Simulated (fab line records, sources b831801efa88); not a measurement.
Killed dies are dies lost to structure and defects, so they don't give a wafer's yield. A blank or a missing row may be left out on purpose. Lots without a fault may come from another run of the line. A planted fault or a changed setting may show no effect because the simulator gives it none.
Which tool did it? | flow gf180mcu | 6 lots, 18 wafers sampled, at 4 steps of a route of 602

WHAT THE GAUGES READ, wafer by wafer
GF_CONTACT_THK_MEAS_01.
lot  | measured     | on            | CONTACT_CVD_00_THK (nm)
L774 | day 17 09:32 | film_metro-01 | 306 310 307
L776 | day 18 02:27 | film_metro-03 | 307 303 305
L778 | day 18 21:59 | film_metro-01 | 307 306 308
L780 | day 19 14:20 | film_metro-01 | 309 305 305
L782 | day 20 13:11 | film_metro-01 | 304 305 302
L788 | day 22 07:52 | film_metro-01 | 302 306 302

WHICH TOOL RAN EACH LOT (tool, then ch and the chambers of the sampled wafers, then the start)
lot  | GF_NWELL_IMPLANT_09            | GF_POLY_GATE_ETCH_12               | GF_SAB_ETCH_11
L774 | implanter-03 ch 0, day 4 16:17 | rie_diel-04 ch 0,1,3, day 10 23:40 | rie_diel-02 ch 0,1,2, day 17 08:38
L776 | implanter-04 ch 0, day 5 02:53 | rie_diel-04 ch 0,1,3, day 11 12:28 | rie_diel-02 ch 1,2, day 18 01:31
L778 | implanter-04 ch 0, day 5 15:05 | rie_diel-03 ch 1,2, day 12 07:31   | rie_diel-02 ch 0,1,2, day 18 21:04
L780 | implanter-03 ch 0, day 6 02:39 | rie_diel-03 ch 0,1,3, day 12 20:55 | rie_diel-02 ch 0,1,2, day 19 13:26
L782 | implanter-04 ch 0, day 6 14:53 | rie_diel-01 ch 0,1, day 13 13:19   | rie_diel-04 ch 0,3, day 20 12:17
L788 | implanter-04 ch 0, day 7 20:38 | rie_diel-04 ch 0,1,3, day 15 05:07 | rie_diel-04 ch 0,1, day 22 06:58
- GF_NWELL_IMPLANT_09
- GF_POLY_GATE_ETCH_12: etches BARC in N2/H2.
- GF_SAB_ETCH_11: etches SiO2 in C4F8/O2/Ar, target depth 55 nm, time 8.5 s.

THE ANSWER, worked out from the rows above alone
Rule: what is usual is taken from the lots themselves. Put in order of their means at a reading, lots are off if they are a third of the lots or fewer, leave a main group of 4 or more, and stand apart from it by a gap of 3 or more times the standard deviation of the main group's means; of several such gaps the widest counts. A main group whose means are all the same, to the digits that the tables above print for the reading, isn't used. A lot without any number at a reading at which 4 lots or more have one is off too. The other lots that the step has rows for count as sound.
No lot is off at any reading shown: from this, nothing can be told.

WHAT THE SIMULATOR HAD PUT IN
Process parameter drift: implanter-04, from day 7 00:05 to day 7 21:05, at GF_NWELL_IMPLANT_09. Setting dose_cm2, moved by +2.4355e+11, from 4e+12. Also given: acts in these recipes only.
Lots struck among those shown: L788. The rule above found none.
